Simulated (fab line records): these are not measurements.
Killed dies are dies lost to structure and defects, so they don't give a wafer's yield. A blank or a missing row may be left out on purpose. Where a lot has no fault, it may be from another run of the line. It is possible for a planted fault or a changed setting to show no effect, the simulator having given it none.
fab line records	flow sky130
record lots=14	wafers=42	last_day=50
route steps=708 shown VT_ADJUST_NCORE@129 SONOS_TUNNEL@162 GATE_OXIDE@188
lots untouched by any fault: they come from a run of this same line in which no faults occurred
start_h: start of the lot's first displayed wafer, in hours after the record's first day	wait_h: hours from the lot's prior step to this one	" repeats the value in the row above	L1.1+2: a row that stands for several wafers	- no value, or no start was given	* or withheld: withheld	< > ~ a bound
route shown NAME@n: NAME is a module with steps in the file, n the number in the route of the first one	usual: average and standard deviation across the fault-free wafers	same: alike in all rows	chamber/n: place in a boat	sites: per-site readings	_std_site: the values' standard deviation	_edge_site: inner sites' mean taken away from outer sites' mean	radius_mm: for every site, how far away it sits from the centre of the wafer	mask NAME#n: copy n	behind: the most recent tool/chamber to have shaped the wafer	hold: what put the lot on hold/how long, in hours/how the hold closed	device: transistor that didn't switch, given as n, p or np	end of line: the route-end tests of the same wafers	for a step that has no rows: nothing shown but its recipe	killed: the dies lost at the first sort to structure and to defects; this is not the yield of the wafer	map: a wafer's dies, x killed, . not, _ none there
set.NAME: the run value of the setting; set.NAME@STEP: its run value at that earlier step	model.NAME: the simulator's own value behind a step, which no gauge read
a sample of lots followed through the steps of the route, with each step as a table and each wafer as a row
services: when a tool's chamber went out of use (start_h, in hours from the record's first day, below 0 if earlier), for how many hours, and the reason
## steps
# step SKY_VT_ADJUST_NCORE_STRIP_10
# recipe chemistry=O2/N2	power_w=1400	pressure_mtorr=1500	platen_temp_c=withheld	o2_flow_sccm=3000	n2_flow_sccm=300	overash_fraction=0.5
# usual chamber_pressure_mTorr=1500.0/1.4	drypump_motor_current_A=5.6/0.57	o2_flow_sccm=2999/8.1	oes_product_au=0.715/0.0046	strip_time_to_endpoint_s=14.19/0.038
lot.wafer	tool	chamber	start_h	wait_h	chamber_pressure_mTorr	drypump_motor_current_A	o2_flow_sccm	oes_product_au	rf_hours_counter_h	strip_time_to_endpoint_s
L455.2	plasma_asher-03	0	177.62	0.1	1500.2	6.1	3003	0.717	7	14.20
L455.3	"	0	"	"	1500.3	6.1	3013	0.713	-	14.20
L455.5	"	1	"	"	1501.8	5.1	3005	0.723	-	14.21
L456.2	plasma_asher-01	1	178.93	0.1	1499.1	4.9	3020	0.719	50	14.21
L456.4	"	0	"	"	1501.3	5.7	2990	0.710	-	14.20
L456.5	"	1	"	"	1502.7	5.0	3015	0.714	-	14.24
L458.1	plasma_asher-03	1	212.12	0.1	1499.7	5.1	3009	0.721	10	14.20
L458.2	"	0	"	"	1501.3	6.1	2990	0.711	10	14.21
L458.3	"	0	"	"	1498.3	6.1	2994	0.721	-	14.21
L459.1	plasma_asher-04	0	215.32	0.1	1500.2	6.6	2991	0.715	39	14.25
L459.3	"	0	"	"	1500.1	6.6	2995	0.711	-	14.26
L459.6	"	0	"	"	1499.3	6.6	3002	0.712	-	14.21
L461.2	plasma_asher-04	0	224.92	0.1	1498.6	6.6	2997	0.715	41	14.22
L461.5	"	0	"	"	1499.5	6.7	3000	0.721	-	14.20
L461.6	"	1	"	"	1498.2	5.4	3000	0.723	-	14.16
L460.3	plasma_asher-04	0	225.80	0.1	1501.8	6.6	3004	0.711	-	14.15
L460.5	"	1	"	"	1499.7	5.4	3004	0.708	-	14.19
L460.6	"	0	"	"	1501.8	6.6	3004	0.723	-	14.19
L462.2	plasma_asher-04	0	231.42	0.1	1501.6	6.6	3001	0.717	41	14.15
L462.4	"	0	"	"	1500.2	6.6	3012	0.708	-	14.19
L462.6	"	1	"	"	1502.6	5.4	2996	0.710	-	14.18
L464.1	plasma_asher-04	0	243.62	0.1	1499.6	6.6	2990	0.710	43	14.13
L464.4	"	0	"	"	1501.0	6.6	2988	0.716	-	14.19
L464.5	"	1	"	"	1499.3	5.4	3000	0.710	-	14.14
L466.3	plasma_asher-03	0	257.80	0.1	1499.3	6.1	2994	0.722	-	14.12
L466.4	"	1	"	"	1501.0	5.1	2989	0.719	-	14.17
L466.5	"	0	"	"	1501.5	6.1	2995	0.716	-	14.15
L473.2	plasma_asher-04	0	303.72	0.1	1498.5	6.6	2991	0.724	49	14.23
L473.3	"	0	"	"	1499.9	6.6	3011	0.716	-	14.23
L473.4	"	1	"	"	1498.9	5.4	3004	0.721	-	14.18
L474.1	plasma_asher-04	1	319.28	0.1	1500.3	5.4	3002	0.713	50	14.11
L474.4	"	0	"	"	1499.1	6.6	2997	0.710	-	14.08
L474.5	"	1	"	"	1501.4	5.4	2997	0.720	-	14.10
L476.2	plasma_asher-01	1	337.93	0.1	1499.9	5.0	3002	0.721	66	14.20
L476.5	"	0	"	"	1500.2	5.7	2997	0.721	-	14.22
L476.6	"	1	"	"	1499.4	4.9	2991	0.710	-	14.26
L477.1	plasma_asher-03	0	342.42	0.1	1500.1	6.1	3001	0.713	20	14.16
L477.3	"	0	"	"	1498.1	6.1	2990	0.716	-	14.17
L477.5	"	0	"	"	1499.2	6.1	2989	0.718	-	14.19
L478.2	plasma_asher-01	0	346.87	0.1	1498.2	5.7	3016	0.717	67	14.14
L478.3	"	0	"	"	1498.3	5.7	3003	0.725	-	14.14
L478.5	"	1	"	"	1498.6	5.0	3003	0.722	-	14.11
# step SKY_SONOS_TUNNEL_OVL_MEAS_08
# usual SONOS_TUNNEL_OVL=-0.8/1.1
lot.wafer	tool	chamber	start_h	wait_h	SONOS_TUNNEL_OVL[nm]
L455.2	overlay-01	-	241.84	0.1	-1.7
L455.3	"	-	"	"	-0.9
L455.5	"	-	"	"	-0.2
L456.2	overlay-01	-	243.49	0.1	-1.0
L456.4	"	-	"	"	-0.9
L456.5	"	-	"	"	-2.1
L458.1	overlay-02	-	280.20	0.1	-1.0
L458.2	"	-	"	"	0.0
L458.3	"	-	"	"	-1.7
L459.1	overlay-01	-	284.49	0.1	-0.3
L459.3	"	-	"	"	-0.2
L459.6	"	-	"	"	-1.7
L461.2	overlay-01	-	295.99	0.1	-0.9
L461.5	"	-	"	"	-2.6
L461.6	"	-	"	"	0.0
L460.3	overlay-01	-	296.25	0.1	-0.9
L460.5	"	-	"	"	0.4
L460.6	"	-	"	"	0.3
L462.2	overlay-01	-	302.18	0.1	-0.2
L462.4	"	-	"	"	2.1
L462.6	"	-	"	"	-0.8
L464.1	overlay-01	-	317.44	0.1	-1.5
L464.4	"	-	"	"	-1.7
L464.5	"	-	"	"	-3.0
L466.3	overlay-02	-	334.64	0.1	-0.8
L466.4	"	-	"	"	-1.8
L466.5	"	-	"	"	-0.3
L473.2	overlay-01	-	385.75	0.1	-0.3
L473.3	"	-	"	"	-0.7
L473.4	"	-	"	"	-0.4
L474.1	overlay-01	-	401.87	0.1	-2.0
L474.4	"	-	"	"	-2.5
L474.5	"	-	"	"	-1.8
L476.2	overlay-02	-	424.60	0.1	-1.9
L476.5	"	-	"	"	0.6
L476.6	"	-	"	"	-0.1
L477.1	overlay-02	-	429.14	0.1	-0.1
L477.3	"	-	"	"	-0.8
L477.5	"	-	"	"	-2.4
L478.2	overlay-01	-	433.20	0.1	-0.7
L478.3	"	-	"	"	-0.2
L478.5	"	-	"	"	-1.5
# step SKY_SONOS_TUNNEL_TW_MEAS_12
# usual SONOS_TUNNEL_TW=195.7/1.4
lot.wafer	tool	chamber	start_h	wait_h	SONOS_TUNNEL_TW
L455.2	film_metro-02	-	242.29	0.0	196.2
L455.3	"	-	"	"	198.1
L455.5	"	-	"	"	198.0
L456.2	film_metro-01	-	243.94	0.0	193.8
L456.4	"	-	"	"	194.8
L456.5	"	-	"	"	193.6
L458.1	film_metro-04	-	280.75	0.0	194.7
L458.2	"	-	"	"	194.8
L458.3	"	-	"	"	194.7
L459.1	film_metro-04	-	284.95	0.0	194.9
L459.3	"	-	"	"	195.0
L459.6	"	-	"	"	195.0
L461.2	film_metro-02	-	296.44	0.0	197.7
L461.5	"	-	"	"	198.4
L461.6	"	-	"	"	198.4
L460.3	film_metro-04	-	296.71	0.0	194.7
L460.5	"	-	"	"	195.1
L460.6	"	-	"	"	195.6
L462.2	film_metro-02	-	302.63	0.0	196.6
L462.4	"	-	"	"	197.4
L462.6	"	-	"	"	197.4
L464.1	film_metro-01	-	317.89	0.0	192.6
L464.4	"	-	"	"	193.1
L464.5	"	-	"	"	193.4
L466.3	film_metro-02	-	335.10	0.0	196.3
L466.4	"	-	"	"	196.6
L466.5	"	-	"	"	196.6
L473.2	film_metro-02	-	386.21	0.0	195.9
L473.3	"	-	"	"	196.4
L473.4	"	-	"	"	197.1
L474.1	film_metro-04	-	402.32	0.0	195.2
L474.4	"	-	"	"	194.0
L474.5	"	-	"	"	195.1
L476.2	film_metro-02	-	425.05	0.0	196.9
L476.5	"	-	"	"	196.8
L476.6	"	-	"	"	197.1
L477.1	film_metro-01	-	429.60	0.0	193.3
L477.3	"	-	"	"	195.0
L477.5	"	-	"	"	195.9
L478.2	film_metro-01	-	433.65	0.0	193.8
L478.3	"	-	"	"	194.4
L478.5	"	-	"	"	194.2
# step SKY_GATE_OXIDE_OXIDATION_01
# recipe temp_c=900	ambient=O2	stabilise_s=600	purge_s=300	target_thk_a=102.68	ox_time_s=1473
# usual zone_power_top_pct=35.9/1.2
lot.wafer	tool	chamber	start_h	wait_h	zone_power_top_pct
L455.2	furnace-02	0	273.14	2.0	35.0
L455.3	"	0	"	"	34.8
L455.5	"	0	"	"	35.0
L456.2	furnace-02	0	273.14	0.6	35.3
L456.4	"	0	"	"	34.4
L456.5	"	0	"	"	34.5
L458.1	furnace-02	0	311.89	0.1	34.7
L458.2	"	0	"	"	35.1
L458.3	"	0	"	"	34.6
L459.1	furnace-02	0	314.69	0.3	34.8
L459.3	"	0	"	"	34.9
L459.6	"	0	"	"	34.9
L460.3	furnace-01	0	331.20	0.6	37.3
L460.5	"	0	"	"	36.2
L460.6	"	0	"	"	36.9
L461.2	furnace-01	0	331.20	0.9	36.7
L461.5	"	0	"	"	36.8
L461.6	"	0	"	"	37.0
L462.2	furnace-01	0	339.85	0.9	37.5
L462.4	"	0	"	"	37.4
L462.6	"	0	"	"	36.6
L464.1	furnace-01	0	350.36	0.6	36.9
L464.4	"	0	"	"	37.2
L464.5	"	0	"	"	36.9
L466.3	furnace-02	0	366.80	0.0	34.3
L466.4	"	0	"	"	34.7
L466.5	"	0	"	"	35.1
L466.3	furnace-01	0	369.15	0.9	37.1
L466.4	"	0	"	"	35.9
L466.5	"	0	"	"	37.2
L473.2	furnace-02	0	429.09	2.0	35.0
L473.3	"	0	"	"	34.8
L473.4	"	0	"	"	34.8
L473.2	furnace-02	0	431.68	1.2	34.3
L473.3	"	0	"	"	35.0
L473.4	"	0	"	"	35.2
L474.1	furnace-02	0	438.83	0.8	34.9
L474.4	"	0	"	"	34.4
L474.5	"	0	"	"	34.7
L476.2	furnace-01	0	468.26	3.5	36.3
L476.5	"	0	"	"	37.2
L476.6	"	0	"	"	37.0
L477.1	furnace-01	0	468.26	3.2	36.4
L477.3	"	0	"	"	37.5
L477.5	"	0	"	"	36.3
L478.2	furnace-01	0	472.19	3.5	36.4
L478.3	"	0	"	"	36.9
L478.5	"	0	"	"	36.7
# step SKY_GATE_OXIDE_THK_MEAS_02
# recipe reads=SiO2_of_GATE_OXIDE_OXIDATION_01
# usual GATE_OXIDE_OXIDATION_00_THK=10.21/0.23
lot.wafer	tool	chamber	start_h	wait_h	GATE_OXIDE_OXIDATION_00_THK[nm]
L455.2	film_metro-03	-	274.56	0.0	10.58
L455.3	"	-	"	"	10.28
L455.5	"	-	"	"	10.32
L456.2	film_metro-02	-	274.56	0.0	9.96
L456.4	"	-	"	"	9.92
L456.5	"	-	"	"	9.84
L458.1	film_metro-02	-	313.30	0.0	10.38
L458.2	"	-	"	"	10.50
L458.3	"	-	"	"	10.42
L459.1	film_metro-02	-	316.10	0.0	10.38
L459.3	"	-	"	"	10.43
L459.6	"	-	"	"	10.41
L461.2	film_metro-02	-	332.62	0.0	10.28
L461.5	"	-	"	"	10.31
L461.6	"	-	"	"	10.27
L460.3	film_metro-04	-	332.63	0.0	10.48
L460.5	"	-	"	"	10.68
L460.6	"	-	"	"	10.44
L462.2	film_metro-02	-	341.26	0.0	10.25
L462.4	"	-	"	"	10.23
L462.6	"	-	"	"	10.13
L464.1	film_metro-02	-	351.77	0.0	9.90
L464.4	"	-	"	"	9.86
L464.5	"	-	"	"	9.88
L466.3	film_metro-04	-	370.58	0.0	16.78
L466.4	"	-	"	"	16.54
L466.5	"	-	"	"	16.54
L473.2	film_metro-03	-	433.09	0.0	15.82
L473.3	"	-	"	"	15.68
L473.4	"	-	"	"	15.60
L474.1	film_metro-04	-	440.23	0.0	10.05
L474.4	"	-	"	"	9.85
L474.5	"	-	"	"	10.02
L477.1	film_metro-04	-	469.67	0.0	10.45
L477.3	"	-	"	"	10.35
L477.5	"	-	"	"	10.46
L476.2	film_metro-02	-	469.68	0.0	10.35
L476.5	"	-	"	"	10.26
L476.6	"	-	"	"	10.29
L478.2	film_metro-04	-	473.60	0.0	10.21
L478.3	"	-	"	"	10.39
L478.5	"	-	"	"	10.16
## services
tool	chamber	start_h	hours	kind
plasma_asher-04	-	160.43	8.6	repair
furnace-01	-	190.91	46.8	pm
plasma_asher-03	-	213.92	7.7	repair
plasma_asher-03	-	221.58	14.6	pm
furnace-01	-	237.74	3.4	pm
plasma_asher-03	-	242.61	3.9	repair
furnace-02	-	306.24	3.1	pm
plasma_asher-04	-	323.06	2.0	repair
furnace-02	-	326.69	2.4	pm
furnace-01	-	373.99	5.4	pm
furnace-01	-	388.64	3.1	pm
plasma_asher-01	-	402.99	1.4	repair
furnace-02	-	406.85	14.8	pm
plasma_asher-04	-	413.49	8.0	repair
plasma_asher-01	-	421.25	9.0	pm
plasma_asher-01	0	421.25	9.0	vent_cycle
plasma_asher-01	1	421.25	9.0	vent_cycle
plasma_asher-01	0	430.25	-	clean
plasma_asher-01	1	430.25	-	clean
furnace-02	-	461.38	13.9	pm
## key
first_sign step=SKY_GATE_OXIDE_OXIDATION_01	reading=visit	direction=added
effect step=SKY_GATE_OXIDE_THK_MEAS_02	reading=GATE_OXIDE_OXIDATION_00_THK	direction=up	sigmas=26	usual=10.21	struck=16.16
met_at SKY_GATE_OXIDE_OXIDATION_01
struck_lots L466,L473
sort_left_out L466.3,L466.4,L466.5
tester_left_out L466,L473
not_acting_at SKY_VT_ADJUST_NCORE_STRIP_10,SKY_SONOS_TUNNEL_OVL_MEAS_08,SKY_SONOS_TUNNEL_TW_MEAS_12
fault kind=repeated_step_whole	tool=furnace-01,furnace-02	chamber=-	onset_h=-	steps=SKY_GATE_OXIDE_OXIDATION_01	times=1	scope=struck_lots_only
# tester_left_out: of these lots the tester's yield and bins aren't shown, on N5 and GAA mostly nor the transistor test; their killed dies are dies lost to structure and defects alone, not to doping, threshold or leakage, so they don't give the yield
# sort_left_out: the simulated sort isn't trusted on such a fault, so these wafers' sort isn't shown, and their yield isn't known
